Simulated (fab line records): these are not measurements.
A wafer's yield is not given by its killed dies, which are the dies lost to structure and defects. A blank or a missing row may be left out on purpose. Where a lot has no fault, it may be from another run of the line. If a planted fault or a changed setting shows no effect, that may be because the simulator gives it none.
Struck lot and sound lot, side by side || flow sky130 || 25 out of 708 route steps
Sound: wafers L482.1, L482.2, L482.4. Struck: wafer L492.6 (L492.1, L492.5, from the same lot, were not struck and are left out); the cause is given at the end.
Per side, at each step with rows, come the tool, then ch with its chambers, and then its first start. Under that, the readings that differ: sound wafers || struck wafers || difference of the means || sigmas: that difference in standard deviations of wafers without a fault.
alike: a reading whose means differ by less than 2 such deviations, as well as words and numbers matching on both sides. not compared: withheld readings; readings where some wafer has no value; bounds like >300 that might hide an equal value; numbers whose values overlap and for which the record gives no deviation.
The two part at a step that has a row with sigmas, a row that says differs or no value, or rows on one side only. Non-overlapping numbers with no deviation appear without sigmas and do not part them. A reading missing from all wafers of one side parts the sides only when that side holds two or more wafers.

SKY_VIA2_SPUTTER_20: material TiN, target thk 20 nm, time 80 s.
  sound: pvd-sputter-01 at day 37 23:07; struck: pvd-sputter-02 at day 40 17:58
  alike: throttle-valve-pct
then, 1 step without rows for these wafers: SKY_VIA2_CVD_21 (deposits W, target thk 420 nm, time 126.4 s).
SKY_VIA2_RS_MEAS_22: uses a four-point probe to measure.
  sound: film-metro-02 at day 37 23:18; struck: film-metro-04 at day 40 18:09
  alike: VIA2_W_RS
SKY_VIA2_THK_MEAS_23: measures by xrf.
  sound: film-metro-02 at day 37 23:25; struck: film-metro-04 at day 40 18:16
  alike: VIA2_W_THK
then, 1 step without rows for these wafers: SKY_VIA2_CMP_24 (polishes, stops on SiO2, t overpolish 18.53 s, target thk 0 nm).
SKY_METAL3_SPUTTER_00: material Ti, target thk 15 nm, time 10 s.
  sound: pvd-sputter-03 at day 37 23:47; struck: pvd-sputter-03 at day 40 18:38
  alike: throttle-valve-pct
SKY_METAL3_SPUTTER_01: material TiN, target thk 20 nm, time 16.7 s.
  sound: pvd-sputter-03 at day 37 23:48; struck: pvd-sputter-03 at day 40 18:40
  alike: throttle-valve-pct
then, 2 steps without rows for these wafers: SKY_METAL3_SPUTTER_02 (material AlCu, target thk 735 nm, time 39.1 s); SKY_METAL3_SPUTTER_03 (material Ti, target thk 5 nm, time 3.3 s).
SKY_METAL3_SPUTTER_04: material TiN, target thk 70 nm, time 58.3 s.
  sound: pvd-sputter-03 at day 37 23:53; struck: pvd-sputter-03 at day 40 18:44
  alike: throttle-valve-pct
then, 1 step without rows for these wafers: SKY_CAPM_CVD_00 (deposits SiO2, target thk 15.5 nm).
SKY_CAPM_THK_MEAS_01:
  sound: film-metro-01 at day 37 23:58; struck: film-metro-02 at day 40 18:49
{"reading": "CAPM_CVD_00_THK (nm)", "sound": "15.01 15.03 15.10", "struck": 16.01, "difference": "+0.96", "sigmas": "+3"}
SKY_CAPM_SPUTTER_02: material TiN, target thk 200 nm, time 166.7 s.
  sound: pvd-sputter-01 at day 38 00:01; struck: pvd-sputter-01 at day 40 18:53
  alike: throttle-valve-pct
SKY_CAPM_RS_MEAS_03: uses a four-point probe to measure.
  sound: film-metro-03 at day 38 00:08; struck: film-metro-01 at day 40 18:59
{"reading": "CAPM_TIN_RS (ohm/sq)", "sound": "7.01 7.05 6.91", "struck": 10.61, "difference": "+3.62", "sigmas": "+43"}
SKY_CAPM_THK_MEAS_04: measures by xrf.
  sound: film-metro-03 at day 38 00:15; struck: film-metro-01 at day 40 19:07
{"reading": "CAPM_TIN_THK (nm)", "sound": "195.9 195.4 199.5", "struck": 149.4, "difference": -47.5, "sigmas": -18}
then, 7 steps without rows for these wafers: SKY_CAPM_DEHYDRATE_05 (time 60 s); SKY_CAPM_HMDS_06 (prime time 60 s); SKY_CAPM_COAT_07 (resist thk 1140 nm); SKY_CAPM_SOFTBAKE_08 (time 60 s); SKY_CAPM_EXPOSE_09 (exposes mask CAPM, target cd 1000 nm); SKY_CAPM_PEB_10; SKY_CAPM_DEVELOP_11 (develop time 60 s).
SKY_CAPM_OVL_MEAS_12:
  sound: overlay-01 at day 39 01:19; struck: overlay-02 at day 41 18:43
  alike: CAPM_OVL
SKY_CAPM_METAL_ETCH_13: etches TiN in Cl2/BCl3, stops on SiO2, target depth 220 nm, time 62.9 s.
  sound on rie-metal-01 ch 0,1, day 39 01:20; struck on rie-metal-04 ch 1, day 41 18:44
{"reading": "oes-product-au (a.u.)", "sound": "0.932 0.921 0.936", "struck": 0.806, "difference": -0.124, "sigmas": -15}
{"reading": "throttle-valve-pct (%)", "sound": "21.894 21.911 21.912", "struck": 21.980, "difference": "+0.074", "sigmas": "+8"}
  alike: chamber-pressure-mTorr, drypump-motor-current-A
  not compared: rf-hours-counter-h
SKY_CAPM_STRIP_14: strips in O2/N2.
  sound on plasma-asher-01 ch 0,1, day 39 01:25; struck on plasma-asher-01 ch 1, day 41 18:49
{"reading": "chamber-pressure-mTorr (mTorr)", "sound": "1501.8 1501.5 1500.0", "struck": 1496.3, "difference": -4.8, "sigmas": -4}
  alike: drypump-motor-current-A, oes-product-au, strip-time-to-endpoint-s
  not compared: rf-hours-counter-h

WHERE THEY PART
At SKY_CAPM_THK_MEAS_01 first; at SKY_CAPM_STRIP_14 last (within this record only).

WHY: what had been put in by the simulator
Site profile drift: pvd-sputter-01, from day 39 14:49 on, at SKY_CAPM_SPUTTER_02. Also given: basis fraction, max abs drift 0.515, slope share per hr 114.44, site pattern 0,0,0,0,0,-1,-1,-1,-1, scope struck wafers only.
